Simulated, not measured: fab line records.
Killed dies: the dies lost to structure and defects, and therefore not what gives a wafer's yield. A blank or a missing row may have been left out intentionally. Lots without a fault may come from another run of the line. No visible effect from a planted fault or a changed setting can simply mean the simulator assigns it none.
Problem report in the 8D (eight disciplines) form, filled by code | flow sfq-line | the parts of the form that need people (team, actions taken, sign-off) are left out

== 1. PROBLEM STATEMENT ==
Mean of run-length-s at SFQ_TRILAYER_I1_DEP_PECVD_045: 135.2 s across 9 wafers in 3 lots; on wafers with no fault it is 139.1 s (standard deviation 0.63). Relative to the usual mean, that is a shift of -6.2 standard deviations.
The step: deposits SiO2 from SiH4/N2O, time 111.11 s, target thk 500 nm.
The first sign was on wafer L547.2 at day 15 04:22, on pecvd-02. The record has a number at this step for 45 wafers belonging to 15 lots. Rule for "out", or "out of limits": more than 4 standard deviations from the usual mean. All remaining wafers that have a number are taken as sound.

== 2. WHAT IT IS, WHAT IT ISN'T ==
question                    | is                     | is not
which readings at this step | run-length-s           | heater-power-w, throttle-valve-pct
which lots                  | L547, L548, L549       | L539, L542, L544, L552, L555, L556, L557, L558, L559, L560, L561, L562
which wafers of those lots  | all that have a number | -
read on which tools         | pecvd-02               | pecvd-01, pecvd-03
when                        | from day 15 04:22      | up to then (9 sound wafers); but 27 sound wafers of L552, L555, L556, L557, L558, L559, L560, L561, L562 came after

== 3. WHAT RULES OUT EACH SUSPECT ==
Counting: any tool at a process step up to the reading is kept as a suspect provided that every lot that is out went through it and no sound lot did after the first of them.
- pecvd-02 at SFQ_TRILAYER_I1_DEP_PECVD_045 (deposits SiO2 from SiH4/N2O, time 111.11 s, target thk 500 nm): ruled out as a lasting fault. After its first lot that is out, L547 (day 15 04:22), sound lots L556, L558, L559 ran on it.
Left after counting: nothing in the record.

== 4. THE CAUSE (what the simulator had put in) ==
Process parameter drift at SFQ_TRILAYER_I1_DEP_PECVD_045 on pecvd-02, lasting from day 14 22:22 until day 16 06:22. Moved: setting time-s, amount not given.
Counting ruled it out, wrongly.

== 5. SEQUENCE OF EFFECTS, ordered by route ==
Each row: a reading whose mean over the struck wafers that have a number lies more than 3 standard deviations from the usual. Readings are gone through only where the record gives a usual standard deviation; hours: the median, over the lots, of the time from a lot's start at the first step in this table giving one to that lot's start at this step; sigmas: the change measured in usual standard deviations.
hours | step                          | reading      | usual   | on struck wafers | change | sigmas
0     | SFQ_TRILAYER_I1_DEP_PECVD_045 | run-length-s | 139.1 s | 135.2            | -3.9   | -6.2
The process steps in it:
- SFQ_TRILAYER_I1_DEP_PECVD_045: deposits SiO2 from SiH4/N2O, time 111.11 s, target thk 500 nm.
Later measuring or inspecting steps at which every struck wafer that the step has a row for has a number for every such reading, and none has moved that far: SFQ_M7_OVL_MEAS_945.

== 6. WHAT WOULD HAVE CAUGHT IT SOONER ==
First out-of-limits reading in this record: day 15 04:22, which is 6 hours after fault onset at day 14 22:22.
